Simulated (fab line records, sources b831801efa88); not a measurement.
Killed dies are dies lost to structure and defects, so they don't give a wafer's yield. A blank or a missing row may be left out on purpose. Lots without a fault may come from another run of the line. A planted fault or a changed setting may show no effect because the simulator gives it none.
Which tool did it? | flow sfq_line | 14 lots, 42 wafers sampled, at 3 steps of a route of 325

WHAT THE GAUGES READ, wafer by wafer
The record holds no reading of a measuring or inspecting step that can be judged against a usual standard deviation.

WHICH TOOL RAN EACH LOT (tool, then ch and the chambers of the sampled wafers, then the start)
lot  | SFQ_TRILAYER_I1_CMP_CMP_046   | SFQ_TRILAYER_I1_METRO_MEASURE_047 | SFQ_TRILAYER_I1_VIA_ETCH_VIA_ETCH_052
L508 | cmp-02 ch 0,1, day 23 22:51   | film_metro-03, day 24 01:58       | rie_diel-01 ch 1,2, day 24 05:30
L515 | cmp-01 ch 0,1, day 27 09:28   | film_metro-03, day 27 12:35       | rie_diel-01 ch 1,2,3, day 33 19:58
L516 | cmp-01 ch 1,2,3, day 27 21:58 | film_metro-03, day 28 00:35       | rie_diel-03 ch 0,2, day 34 09:10
L517 | cmp-02 ch 0,1, day 27 23:09   | film_metro-04, day 28 02:40       | rie_diel-01 ch 1,2,3, day 34 10:22
L518 | cmp-02 ch 2,3, day 28 02:09   | film_metro-03, day 28 05:16       | rie_diel-02 ch 1,2,3, day 34 13:58
L519 | cmp-01 ch 0,1,3, day 28 09:58 | film_metro-03, day 28 12:59       | rie_diel-01 ch 1,3, day 34 17:34
L524 | cmp-02 ch 2,3, day 30 06:20   | film_metro-02, day 30 09:09       | rie_diel-01 ch 0,3, day 36 15:19
L525 | cmp-02 ch 0,2,3, day 30 09:20 | film_metro-02, day 30 11:57       | rie_diel-02 ch 0,2,3, day 36 18:55
L526 | cmp-02 ch 0,2, day 31 08:16   | film_metro-04, day 31 11:05       | rie_diel-01 ch 0,1,3, day 37 21:27
L527 | cmp-01 ch 0,1, day 31 19:20   | film_metro-02, day 31 22:52       | rie_diel-01 ch 1,2, day 38 08:21
L528 | cmp-01 ch 0,1,2, day 32 01:20 | film_metro-02, day 32 04:28       | rie_diel-01 ch 0,1,2, day 38 14:21
L529 | cmp-02 ch 0,3, day 32 15:36   | film_metro-02, day 32 18:55       | rie_diel-02 ch 0,1,2, day 39 02:21
L530 | cmp-01 ch 0,1,2, day 33 04:46 | film_metro-04, day 33 07:53       | rie_diel-02 ch 0,1,3, day 39 16:45
L531 | cmp-01 ch 0,2,3, day 33 14:16 | film_metro-03, day 33 16:53       | rie_diel-03 ch 0,3, day 40 01:35
- SFQ_TRILAYER_I1_CMP_CMP_046: polishes SiO2.
- SFQ_TRILAYER_I1_METRO_MEASURE_047
- SFQ_TRILAYER_I1_VIA_ETCH_VIA_ETCH_052: etches SiO2 in CHF3, stops on Nb, target depth 260 nm.

WHAT THE TOOLS THEMSELVES READ (means of the sampled wafers that have a number; where no wafer has one, the mark that the record gives instead)
SFQ_TRILAYER_I1_CMP_CMP_046. Usual: motor_current_A 10.1 A, standard deviation 1.1; time_to_endpoint_s 216 s, standard deviation 6.3.
lot  | tool   | motor_current_A (A) | time_to_endpoint_s (s) | flag
L508 | cmp-02 | 9.8                 | 218                    |
L515 | cmp-01 | 9.6                 | 218                    |
L516 | cmp-01 | 10.2                | 227                    |
L517 | cmp-02 | 9.5                 | 214                    |
L518 | cmp-02 | 9.8                 | 211                    |
L519 | cmp-01 | 10.5                | 227                    |
L524 | cmp-02 | 9.4                 | 214                    |
L525 | cmp-02 | 9.5                 | 221                    |
L526 | cmp-02 | 10.1                | 224                    |
L527 | cmp-01 | 10.5                | 215                    |
L528 | cmp-01 | 9.9                 | 223                    |
L529 | cmp-02 | 9.1                 | 217                    |
L530 | cmp-01 | 9.7                 | 212                    |
L531 | cmp-01 | 10.9                | 213                    |

SFQ_TRILAYER_I1_METRO_MEASURE_047. Usual: thk_nm 200.1 nm, standard deviation 0.96.
lot  | tool          | thk_nm (nm) | flag
L508 | film_metro-03 | 200.7       |
L515 | film_metro-03 | 194.3       | OFF
L516 | film_metro-03 | 189.9       | OFF
L517 | film_metro-04 | 199.9       |
L518 | film_metro-03 | 200.7       |
L519 | film_metro-03 | 189.7       | OFF
L524 | film_metro-02 | 197.9       |
L525 | film_metro-02 | 200.5       |
L526 | film_metro-04 | 199.8       |
L527 | film_metro-02 | 200.6       |
L528 | film_metro-02 | 200.4       |
L529 | film_metro-02 | 200.4       |
L530 | film_metro-04 | 200.1       |
L531 | film_metro-03 | 199.6       |

SFQ_TRILAYER_I1_VIA_ETCH_VIA_ETCH_052. Usual: chamber_pressure_mTorr 30.000 mTorr, standard deviation 0.027; drypump_motor_current_A 5.7 A, standard deviation 0.64; oes_product_au 0.855 a.u., standard deviation 0.005; rf_fwd_power_W 497.9 W, standard deviation 1.7.
lot  | tool        | chamber_pressure_mTorr (mTorr) | drypump_motor_current_A (A) | oes_product_au (a.u.) | rf_fwd_power_W (W) | flag
L508 | rie_diel-01 | 30.021                         | 5.4                         | 0.850                 | 497.2              |
L515 | rie_diel-01 | 29.964                         | 6.1                         | 0.840                 | 498.5              | OFF
L516 | rie_diel-03 | 29.981                         | 5.6                         | 0.833                 | 498.0              | OFF
L517 | rie_diel-01 | 30.032                         | 6.1                         | 0.855                 | 497.2              |
L518 | rie_diel-02 | 30.011                         | 5.4                         | 0.854                 | 498.2              |
L519 | rie_diel-01 | 30.004                         | 6.1                         | 0.830                 | 496.6              | OFF
L524 | rie_diel-01 | 30.003                         | 5.8                         | 0.852                 | 499.4              |
L525 | rie_diel-02 | 29.995                         | 5.6                         | 0.858                 | 497.9              |
L526 | rie_diel-01 | 29.999                         | 5.6                         | 0.851                 | 496.9              |
L527 | rie_diel-01 | 29.985                         | 6.1                         | 0.859                 | 498.4              |
L528 | rie_diel-01 | 29.981                         | 5.6                         | 0.853                 | 497.8              |
L529 | rie_diel-02 | 30.004                         | 5.5                         | 0.856                 | 497.1              |
L530 | rie_diel-02 | 29.989                         | 5.6                         | 0.854                 | 498.2              |
L531 | rie_diel-03 | 30.013                         | 6.0                         | 0.858                 | 498.2              |

THE ANSWER, worked out from the rows above alone
Rule: a lot is off if the mean of its wafers that have a number lies more than 3 standard deviations from the usual mean. A lot without any number at a reading at which 4 lots or more have one is off too. The other lots that the step has rows for count as sound. The gauges are gone through in route order, then the tools' own readings, and for those a lot's mean is taken as printed above. The first step at which some lot is off is used, and at that step the reading that is off furthest; a lot without a number counts as furthest.
Off: L515, L516, L519, at SFQ_TRILAYER_I1_METRO_MEASURE_047 (thk_nm).
A tool fits if, at that step or a process step before it, it ran every lot that is off, and no sound lot after the first of them. None of those tried fits.

WHAT THE SIMULATOR HAD PUT IN
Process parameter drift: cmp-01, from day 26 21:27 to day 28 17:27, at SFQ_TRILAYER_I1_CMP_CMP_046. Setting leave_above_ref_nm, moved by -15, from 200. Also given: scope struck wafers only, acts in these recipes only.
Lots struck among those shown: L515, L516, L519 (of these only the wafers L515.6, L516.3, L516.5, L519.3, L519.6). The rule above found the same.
